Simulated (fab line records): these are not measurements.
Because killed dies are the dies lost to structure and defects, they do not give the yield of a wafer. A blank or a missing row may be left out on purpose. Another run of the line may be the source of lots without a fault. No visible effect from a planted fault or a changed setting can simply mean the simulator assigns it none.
A lot that was struck, set against a sound lot | flow gf180mcu | 11 steps out of a route of 602
Sound: these wafers, L106.1, L106.3, L106.5. Struck: wafers L104.2, L104.3, L104.5. The cause is given at the end.
For every step that has rows: the tool of each side, followed by ch and its chambers, followed by its first start. Under that, the readings that differ: sound wafers | struck wafers | difference of the means | sigmas: that difference in standard deviations of wafers without a fault.
alike: readings with means less than 2 such deviations apart, plus words and numbers identical on both sides. not compared: withheld readings, readings lacking a value on some wafer, bounds such as >300 that could conceal the same value, and numbers that have no deviation in the record and whose values overlap.
Wherever a step has rows on one side only, a row that says differs or no value, or a row with sigmas, the two part there. Numbers that don't overlap but have no deviation are shown without sigmas and don't part them. Lack of a reading on every wafer of one side parts them only where that side has two or more wafers.

GF_STI_BOW_MEAS_00:
  sound on filmMetro-03, day 5 04:00; struck on filmMetro-02, day 4 18:01
  alike: INCOMING_BOW
then, 1 step without rows for these wafers: GF_STI_OXIDATION_01 (stabilise 600 s, purge 300 s, target thk 10 nm).
GF_STI_THK_MEAS_02:
  sound on filmMetro-01, day 5 05:41; struck on filmMetro-01, day 4 20:18
  alike: STI_OXIDATION_THK
then, 1 step without rows for these wafers: GF_STI_CVD_03 (deposits Si3N4 from DCS/NH3, target thk 207.16 nm, time 3551 s).
GF_STI_THK_MEAS_04:
  sound on filmMetro-03, day 5 07:43; struck on filmMetro-02, day 4 22:21
  alike: STI_CVD_03_THK
then, 4 steps without rows for these wafers: GF_STI_DEHYDRATE_05 (time 60 s); GF_STI_HMDS_06 (prime time 60 s); GF_STI_COAT_07 (resist thk 700 nm); GF_STI_SOFTBAKE_08 (time 60 s).
GF_STI_EXPOSE_09: exposes mask COMP, target cd 220 nm.
  struck on krfScanner-01, day 5 05:55; sound on krfScanner-02 ch 0, day 5 15:17
  no value came back on the struck wafers for exposureDoseMJCm2, focusOffsetNm (nm); on the sound wafers exposureDoseMJCm2 reads 27.973 27.999 27.988
  alike: mask
then, 1 step without rows for these wafers: GF_STI_PEB_10 (peb time 90 s).

## WHERE THEY PART
At GF_STI_EXPOSE_09 and nowhere else, as far as this record goes.

WHY: what the simulator had put in
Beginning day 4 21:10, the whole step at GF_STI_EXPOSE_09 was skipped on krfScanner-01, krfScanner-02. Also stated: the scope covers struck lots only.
